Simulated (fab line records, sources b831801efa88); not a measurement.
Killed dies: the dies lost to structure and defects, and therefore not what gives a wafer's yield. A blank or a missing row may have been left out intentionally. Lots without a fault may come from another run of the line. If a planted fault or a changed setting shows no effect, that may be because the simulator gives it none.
Problem report, 8D (eight disciplines) form, completed by code    flow sky130    the parts of the form that need people (team, actions taken, sign-off) are left out

1. THE PROBLEM
VIA4_HDPCVD_THK at SKY_VIA4_THK_MEAS_01 reads a mean of 2641 nm on 2 wafers of 2 lots; wafers without a fault read 1752 nm with a standard deviation of 16. Relative to the usual mean, that is a shift of +56 standard deviations.
First observed at day 47 04:33: wafer L410.1, on film_metro-03. At this step, 33 wafers from 11 lots have a number in the record. Rule for "out", or "out of limits": more than 4 standard deviations from the usual mean. All remaining wafers that have a number are taken as sound.

2. WHAT IT IS; WHAT IT IS NOT
question                     is                            is not
which readings at this step  VIA4_HDPCVD_THK               -
which lots                   L410, L411                    L391, L392, L396, L397, L398, L399, L400, L413, L414
which wafers of those lots   L410.1, L411.6                L410.2, L410.4, L411.2, L411.5
read on which gauges         film_metro-01, film_metro-03  film_metro-02
when                         from day 47 04:33             up to then (23 sound wafers); but 8 sound wafers of L411, L413, L414 came after

3. SUSPECTS, AND WHAT RULES EACH OUT
Counting: if a tool at a process step up to the reading ran every lot that is out, it stays a suspect. Sound lots after the first of them don't rule it out here, since some wafers of a struck lot are sound.
- the gauge at SKY_VIA4_THK_MEAS_01: ruled out. The wafers that are out were read on 2 gauges (film_metro-01, film_metro-03).
- cmp-02 at SKY_VIA3_CMP_24 (polishes, stops on SiO2, t overpolish 20 s, target thk 0 nm): kept. Ran every lot that is out, first one L410 (day 45 08:30); last sound lot up to then L400 (day 42 10:11).
- hdpcvd-02 at SKY_VIA4_HDPCVD_00 (deposits SiO2, target thk 1750 nm, time 291.7 s): kept. Ran every lot that is out, first one L410 (day 47 04:22); last sound lot up to then L399 (day 44 03:58). Its own readings are out on those wafers: sih4_flow_sccm.
- hdpcvd-02, SKY_VIA4_HDPCVD_00: wafers that are out in chamber 2, sound lot-mates in chambers 0, 1.
The count leaves hdpcvd-02 at SKY_VIA4_HDPCVD_00 and cmp-02 at SKY_VIA3_CMP_24.

4. THE CAUSE (what the simulator had put in)
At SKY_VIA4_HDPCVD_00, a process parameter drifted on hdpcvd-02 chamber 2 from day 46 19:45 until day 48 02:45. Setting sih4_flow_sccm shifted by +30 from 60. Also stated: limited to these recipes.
2 suspects survive the count, and this tool is in that group.

5. THE EFFECT CHAIN, in route order
Each row: a reading where the mean over the struck wafers with a number is more than 3 standard deviations away from the usual. Only readings for which the record gives a usual standard deviation are gone through. hours: the time from each lot's start at the first step in this table that gives one to its start at this step, as a median over the lots. sigmas: the change in usual standard deviations.
hours  step                  reading          usual       on struck wafers  change  sigmas
0      SKY_VIA4_HDPCVD_00    sih4_flow_sccm   60.00 sccm  90.03             +30.03  +99 or more
0      SKY_VIA4_THK_MEAS_01  VIA4_HDPCVD_THK  1752 nm     2641              +889    +56
It contains these process steps:
- SKY_VIA4_HDPCVD_00: deposits SiO2, target thk 1750 nm, time 291.7 s.

6. WHAT WOULD HAVE CAUGHT IT SOONER
In this record the first reading out of limits at a measuring or inspecting step was taken at day 47 04:33, 9 hours after the fault began at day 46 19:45.
Tool's own readings at SKY_VIA4_HDPCVD_00, sih4_flow_sccm: out on all struck wafers the step has rows for; an alarm limit on them would have tripped on the first.
Lots out: 2; of these, L411 started SKY_VIA4_HDPCVD_00 on hdpcvd-02 after day 47 04:33. Putting the tool on hold at that point would have spared it.
